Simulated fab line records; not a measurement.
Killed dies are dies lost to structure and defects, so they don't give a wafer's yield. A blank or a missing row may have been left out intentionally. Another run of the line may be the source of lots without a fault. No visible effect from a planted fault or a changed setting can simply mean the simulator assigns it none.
Which tool is to blame? | flow sfq-line | 14 lots, 41 wafers sampled, at 3 steps of a route of 325

## WHAT EACH GAUGE READ, for each wafer
SFQ_I3_BOW_MEAS_922.
lot  | measured     | on            | I3_BOW (um)
L470 | day 39 02:42 | film-metro-02 | -6 -16 -3
L471 | day 39 11:38 | film-metro-04 | -1 22 2
L472 | day 39 20:40 | film-metro-04 | -3 9 6
L476 | day 40 17:43 | film-metro-02 | 1 -7
L477 | day 41 18:56 | film-metro-02 | 0 10 18
L483 | day 45 03:13 | film-metro-02 | -9 -13 -21
L484 | day 45 03:48 | film-metro-01 | 1 -9 0
L485 | day 45 09:46 | film-metro-01 | 11 17 18
L486 | day 46 06:37 | film-metro-01 | 6 7 13
L487 | day 46 15:11 | film-metro-04 | 11 4 -1
L488 | day 46 18:10 | film-metro-04 | -5 -6 1
L489 | day 47 00:05 | film-metro-02 | -6 10 15
L490 | day 52 14:18 | film-metro-01 | -2 0 2
L492 | day 53 04:10 | film-metro-02 | 8 3 2

## WHICH TOOL RAN EACH LOT (tool, then ch and the chambers of the sampled wafers, then the start)
lot  | SFQ_TRILAYER_I2_CMP_CMP_064   | SFQ_TRILAYER_I2_METRO_MEASURE_065
L470 | cmp-01 ch 2,3, day 24 14:08   | film-metro-02, day 24 17:28
L471 | cmp-02 ch 1,2,3, day 24 20:07 | film-metro-01, day 24 23:14
L472 | cmp-01 ch 1,2,3, day 25 04:26 | film-metro-01, day 25 06:46
L476 | cmp-01 ch 1,2, day 25 17:26   | film-metro-02, day 25 19:22
L477 | cmp-02 ch 0,2, day 27 13:17   | film-metro-03, day 27 16:48
L483 | cmp-02 ch 0,1,2, day 38 23:38 | film-metro-01, day 39 02:46
L484 | cmp-02 ch 0,1,2, day 40 01:08 | film-metro-01, day 40 03:10
L485 | cmp-01 ch 2,3, day 40 02:12   | film-metro-03, day 40 05:19
L486 | cmp-02 ch 1,2, day 40 05:38   | film-metro-02, day 40 09:10
L487 | cmp-01 ch 2,3, day 40 18:15   | film-metro-01, day 40 21:04
L488 | cmp-01 ch 0,2, day 40 20:45   | film-metro-03, day 40 23:52
L489 | cmp-02 ch 0,1,3, day 41 03:38 | film-metro-02, day 41 05:46
L490 | cmp-02 ch 0,1,3, day 41 06:34 | film-metro-02, day 41 09:41
L492 | cmp-01 ch 0,1, day 41 13:23   | film-metro-01, day 41 16:01
- SFQ_TRILAYER_I2_CMP_CMP_064: polishes SiO2.
- SFQ_TRILAYER_I2_METRO_MEASURE_065

## AS READ BY THE TOOLS THEMSELVES (means over the sampled wafers that have a number; for cases with no such wafer, the mark the record gives instead)
SFQ_TRILAYER_I2_CMP_CMP_064.
lot  | tool   | motor-current-A (A) | time-to-endpoint-s (s)
L470 | cmp-01 | 9.6                 | 218
L471 | cmp-02 | 10.1                | 223
L472 | cmp-01 | 10.1                | 219
L476 | cmp-01 | 10.9                | 226
L477 | cmp-02 | 11.2                | 225
L483 | cmp-02 | 11.1                | 216
L484 | cmp-02 | 11.0                | 209
L485 | cmp-01 | 10.8                | 216
L486 | cmp-02 | 11.6                | 221
L487 | cmp-01 | 10.8                | 222
L488 | cmp-01 | 9.8                 | 223
L489 | cmp-02 | 9.6                 | 216
L490 | cmp-02 | 9.9                 | 211
L492 | cmp-01 | 8.7                 | 213

SFQ_TRILAYER_I2_METRO_MEASURE_065.
lot  | tool          | thk-nm (nm)
L470 | film-metro-02 | 200.6
L471 | film-metro-01 | 200.4
L472 | film-metro-01 | 199.8
L476 | film-metro-02 | 200.2
L477 | film-metro-03 | 200.2
L483 | film-metro-01 | 199.8
L484 | film-metro-01 | 199.5
L485 | film-metro-03 | 200.5
L486 | film-metro-02 | 200.6
L487 | film-metro-01 | 200.2
L488 | film-metro-03 | 201.3
L489 | film-metro-02 | 199.3
L490 | film-metro-02 | 199.6
L492 | film-metro-01 | 200.2

## THE ANSWER, worked out from the rows above alone
Rule: what is usual is taken from the lots themselves. Put in order of their means at a reading, lots are off if they are a third of the lots or fewer, leave a main group of 4 or more, and stand apart from it by a gap of 3 or more times the standard deviation of the main group's means; of several such gaps the widest counts. A main group is skipped when, at the precision printed for the reading in the tables above, its means are all equal. Also off: a lot with no number at a reading for which 4 or more lots have one. The other lots that the step has rows for count as sound. After the gauges, taken in route order, come the tools' own readings; for these a lot's mean is taken, as printed above. At the first step where some lot is off, the reading lying furthest off is the one used; lots without a number count as furthest.
No lot is off at any reading shown: from this, nothing can be told.

## WHAT THE SIMULATOR HAD PUT IN
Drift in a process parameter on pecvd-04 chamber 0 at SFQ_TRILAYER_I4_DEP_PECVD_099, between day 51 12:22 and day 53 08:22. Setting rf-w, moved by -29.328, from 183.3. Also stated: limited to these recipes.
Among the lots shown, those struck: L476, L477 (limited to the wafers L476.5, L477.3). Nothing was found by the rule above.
